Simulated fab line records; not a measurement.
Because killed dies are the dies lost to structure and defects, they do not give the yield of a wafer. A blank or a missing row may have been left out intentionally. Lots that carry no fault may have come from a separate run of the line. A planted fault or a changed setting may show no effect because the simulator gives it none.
Which tool was responsible? -- flow gf180mcu -- 39 wafers from 13 lots sampled at 5 of the route's 602 steps

## WHAT EACH GAUGE READ, for each wafer
GF_PSD_CD_MEAS_07: target cd 400 nm. Usual: cd nm reads 399.7 nm (standard deviation 2.5).
lot,measured,on,cd nm (nm),flag
L340,day 14 09:45,cd sem-01,400.2 401.1 401.0,
L341,day 14 11:22,cd sem-01,397.9 399.7 397.3,
L343,day 15 08:02,cd sem-02,399.0 398.6 397.5,
L344,day 15 20:55,cd sem-02,402.8 400.0 402.4,
L345,day 15 23:08,cd sem-01,399.5 399.9 398.7,
L348,day 16 21:05,cd sem-01,400.4 400.9 398.5,
L349,day 17 14:39,cd sem-01,396.4 395.4 391.5,
L351,day 18 03:46,cd sem-01,400.1 401.6 401.3,
L353,day 19 02:01,cd sem-01,402.3 401.1 401.7,
L357,day 20 07:29,cd sem-02,383.5 383.2 383.0,OFF
L359,day 20 19:28,cd sem-02,401.5 399.0 400.1,
L360,day 21 09:30,cd sem-02,400.4 400.9 400.5,
L361,day 21 14:55,cd sem-02,381.2 379.3 381.0,OFF

GF_SAB_THK_MEAS_01. Usual: SAB_CVD_00_THK 50.0 nm, standard deviation 0.63.
lot,measured,on,SAB_CVD_00_THK (nm),flag
L340,day 14 10:36,film metro-03,50.1 50.5 50.5,
L341,day 14 12:12,film metro-02,49.9 49.6 50.2,
L343,day 15 08:54,film metro-04,49.9 50.1 50.8,
L344,day 15 21:46,film metro-04,49.5 50.5 50.4,
L345,day 16 00:00,film metro-03,49.2 48.2 49.7,
L348,day 16 21:57,film metro-03,49.9 50.3 51.2,
L349,day 17 15:29,film metro-03,49.2 50.0 51.1,
L351,day 18 04:43,film metro-02,49.0 49.8 49.4,
L353,day 19 02:56,film metro-04,50.2 49.8 50.4,
L357,day 20 08:22,film metro-02,49.7 49.8 50.4,
L359,day 20 20:20,film metro-03,49.5 49.4 50.4,
L360,day 21 10:20,film metro-04,49.3 50.7 49.5,
L361,day 21 15:47,film metro-03,49.2 49.4 50.2,

## EACH LOT AND THE TOOL THAT RAN IT (in order: tool; ch and the chambers of the sampled wafers; start)
lot,GF_PSD_EXPOSE_04,GF_PSD_RTA_13,GF_SAB_CVD_00
L340,"iline stepper-02 ch 0, day 14 00:11","rtp anneal-01 ch 0, day 14 10:16","pecvd-03 ch 0,2, day 14 10:34"
L341,"iline stepper-01 ch 0, day 14 01:37","rtp anneal-02 ch 0, day 14 11:52","pecvd-04 ch 0,1,2, day 14 12:10"
L343,"iline stepper-02 ch 0, day 14 22:13","rtp anneal-02 ch 0, day 15 08:34","pecvd-03 ch 0,2, day 15 08:53"
L344,"iline stepper-02 ch 0, day 15 10:11","rtp anneal-02 ch 0, day 15 21:26","pecvd-03 ch 0,1,2, day 15 21:45"
L345,"iline stepper-02 ch 0, day 15 12:08","rtp anneal-02 ch 0, day 15 23:40","pecvd-04 ch 0,2, day 15 23:59"
L348,"iline stepper-02 ch 0, day 16 10:05","rtp anneal-02 ch 0, day 16 21:37","pecvd-03 ch 0,2, day 16 21:56"
L349,"iline stepper-02 ch 0, day 17 03:12","rtp anneal-01 ch 0, day 17 15:10","pecvd-03 ch 0,1,2, day 17 15:27"
L351,"iline stepper-01 ch 0, day 17 16:30","rtp anneal-02 ch 0, day 18 04:17","pecvd-04 ch 1,2, day 18 04:41"
L353,"iline stepper-01 ch 0, day 18 14:14","rtp anneal-01 ch 0, day 19 02:31","pecvd-03 ch 0,2, day 19 02:51"
L357,"iline stepper-01 ch 0, day 19 19:31","rtp anneal-02 ch 0, day 20 08:01","pecvd-01 ch 0,2, day 20 08:20"
L359,"iline stepper-02 ch 0, day 20 08:05","rtp anneal-01 ch 0, day 20 19:59","pecvd-01 ch 0,2, day 20 20:19"
L360,"iline stepper-02 ch 0, day 20 22:04","rtp anneal-02 ch 0, day 21 10:01","pecvd-04 ch 1,2, day 21 10:18"
L361,"iline stepper-01 ch 0, day 21 03:29","rtp anneal-01 ch 0, day 21 15:26","pecvd-04 ch 0,2, day 21 15:46"
- GF_PSD_EXPOSE_04: exposes mask Pplus, target cd 400 nm.
- GF_PSD_RTA_13: time 20 s.
- GF_SAB_CVD_00: deposits SiO2 from TEOS, target thk 50 nm, time 4.9302 s.

## AS READ BY THE TOOLS THEMSELVES (means over the sampled wafers that have a number; for cases with no such wafer, the mark the record gives instead)
GF_PSD_EXPOSE_04. Usual: exposure dose mJ cm2 140.01, standard deviation 0.14; reticle temp C 22.98 C, standard deviation 0.1.
lot,tool,exposure dose mJ cm2,reticle temp C (C),flag
L340,iline stepper-02,139.95,23.05,
L341,iline stepper-01,140.19,22.97,
L343,iline stepper-02,140.04,23.03,
L344,iline stepper-02,140.06,22.99,
L345,iline stepper-02,139.74,23.13,
L348,iline stepper-02,139.97,23.09,
L349,iline stepper-02,139.96,22.89,
L351,iline stepper-01,139.99,23.09,
L353,iline stepper-01,140.00,22.91,
L357,iline stepper-01,130.48,22.98,OFF
L359,iline stepper-02,139.77,23.01,
L360,iline stepper-02,140.06,22.96,
L361,iline stepper-01,132.50,22.82,OFF

GF_PSD_RTA_13. Usual: chamber o2 ppm 1.998, standard deviation 0.023; lamp power pct 34.4 %, standard deviation 3; wafer_temp_C_max 1029.0, standard deviation 1.2.
lot,tool,chamber o2 ppm,lamp power pct (%),wafer_temp_C_max,flag
L340,rtp anneal-01,1.993,39.0,1029.8,
L341,rtp anneal-02,2.008,32.4,1028.4,
L343,rtp anneal-02,1.980,32.5,1028.4,
L344,rtp anneal-02,2.005,32.5,1028.3,
L345,rtp anneal-02,2.022,32.4,1028.5,
L348,rtp anneal-02,2.018,32.5,1028.5,
L349,rtp anneal-01,2.023,39.1,1030.9,
L351,rtp anneal-02,2.005,32.4,1028.4,
L353,rtp anneal-01,2.004,39.0,1030.8,
L357,rtp anneal-02,2.015,32.5,1028.6,
L359,rtp anneal-01,1.974,39.1,1029.9,
L360,rtp anneal-02,1.999,32.4,1028.4,
L361,rtp anneal-01,1.999,39.0,1030.8,

GF_SAB_CVD_00. Usual: heater power outer w 405 W, standard deviation 58; heater power w 684 W, standard deviation 74.
lot,tool,heater power outer w (W),heater power w (W),flag
L340,pecvd-03,359,639,
L341,pecvd-04,443,743,
L343,pecvd-03,364,652,
L344,pecvd-03,352,605,
L345,pecvd-04,380,653,
L348,pecvd-03,334,614,
L349,pecvd-03,419,701,
L351,pecvd-04,357,626,
L353,pecvd-03,366,643,
L357,pecvd-01,505,819,
L359,pecvd-01,438,743,
L360,pecvd-04,382,656,
L361,pecvd-04,427,717,

## THE ANSWER, worked out from the rows above alone
Rule: lot off if the mean of its wafers having a number is beyond 3 standard deviations from the usual mean. A lot without any number at a reading at which 4 lots or more have one is off too. All remaining lots with rows at the step are treated as sound. First the gauges in route order, then the tools' own readings, where a lot's mean is used as printed above. The first step at which some lot is off is used, and at that step the reading that is off furthest; a lot without a number counts as furthest.
Off, at GF_PSD_CD_MEAS_07 on cd nm: L357, L361.
If a tool, at a process step before that reading, ran all the lots that are off and no sound lot after the first of them, it fits. The gauges at GF_PSD_CD_MEAS_07 aren't tried: what is off there is off at GF_PSD_EXPOSE_04 too, on other tools, and a gauge's error can't cause that. One fits: GF_PSD_EXPOSE_04 on iline stepper-01. Its last sound lot is L353 (day 18 14:14), its first lot that is off L357 (day 19 19:31): a fault that began between those two fits.
On the lots that are off, the tool's own readings at GF_PSD_EXPOSE_04 differ by more than 5 times the standard deviation of the sound lots' means, which bears it out; exposure dose mJ cm2 reads 131.49 there versus 139.98 on the sound lots.

## WHAT THE SIMULATOR HAD PUT IN
Process parameters drifting: iline stepper-01 at GF_PSD_EXPOSE_04, beginning at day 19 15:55. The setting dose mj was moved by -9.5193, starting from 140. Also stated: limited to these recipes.
Shown lots that were struck: L357, L361. The same result came from the rule above.
